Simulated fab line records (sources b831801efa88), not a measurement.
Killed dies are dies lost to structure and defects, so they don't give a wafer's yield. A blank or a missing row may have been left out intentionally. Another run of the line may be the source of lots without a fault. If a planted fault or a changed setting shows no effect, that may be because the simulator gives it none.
Which tool is to blame? -- flow gf180mcu -- 13 lots (39 wafers sampled), 1 step of a 602-step route

WHAT THE GAUGES SHOWED, per wafer
GF_VT_IMPLANT_OVL_MEAS_07.
lot,measured,on,VT_IMPLANT_OVL (nm)
L334,day 6 09:35,overlay-02,-0.1 -1.9 0.2
L335,day 6 17:11,overlay-02,0.1 -1.4 0.5
L336,day 6 21:10,overlay-01,-1.1 -0.6 -0.5
L337,day 7 07:07,overlay-02,0.9 -0.2 -0.1
L339,day 7 18:10,overlay-02,-1.7 -1.4 -0.2
L342,day 8 10:25,overlay-01,0.3 1.6 1.3
L343,day 8 21:50,overlay-01,-0.1 -1.3 1.3
L344,day 8 23:22,overlay-01,-0.2 0.6 -1.2
L346,day 9 13:28,overlay-01,-0.2 -0.6 -0.4
L347,day 9 16:17,overlay-02,2.3 2.1 1.5
L348,day 9 23:17,overlay-01,0.6 1.5 3.5
L351,day 10 19:07,overlay-02,-2.2 1.3 -1.5
L354,day 11 11:17,overlay-02,0.5 -0.7 -0.5

EACH LOT AND THE TOOL THAT RAN IT (in order: tool; ch and the chambers of the sampled wafers; start)
Record: no process step prior to these readings.

WHAT THE TOOLS THEMSELVES READ (means of the sampled wafers that have a number; where no wafer has one, the mark that the record gives instead)
The record holds no such reading with a usual standard deviation.

THE ANSWER, worked out from the rows above alone
Rule: the usual values come from the lots themselves. Put in order of their means at a reading, lots are off if they are a third of the lots or fewer, leave a main group of 4 or more, and stand apart from it by a gap of 3 or more times the standard deviation of the main group's means; of several such gaps the widest counts. A main group whose means are all the same, to the digits that the tables above print for the reading, isn't used. A lot without any number at a reading at which 4 lots or more have one is off too. Any other lot the step has rows for is counted as sound. First the gauges in route order, then the tools' own readings, where a lot's mean is used as printed above. At the first step where some lot is off, the reading lying furthest off is the one used; lots without a number count as furthest.
No lot is off at any reading shown: from this, nothing can be told.

WHAT HAD BEEN PUT IN BY THE SIMULATOR
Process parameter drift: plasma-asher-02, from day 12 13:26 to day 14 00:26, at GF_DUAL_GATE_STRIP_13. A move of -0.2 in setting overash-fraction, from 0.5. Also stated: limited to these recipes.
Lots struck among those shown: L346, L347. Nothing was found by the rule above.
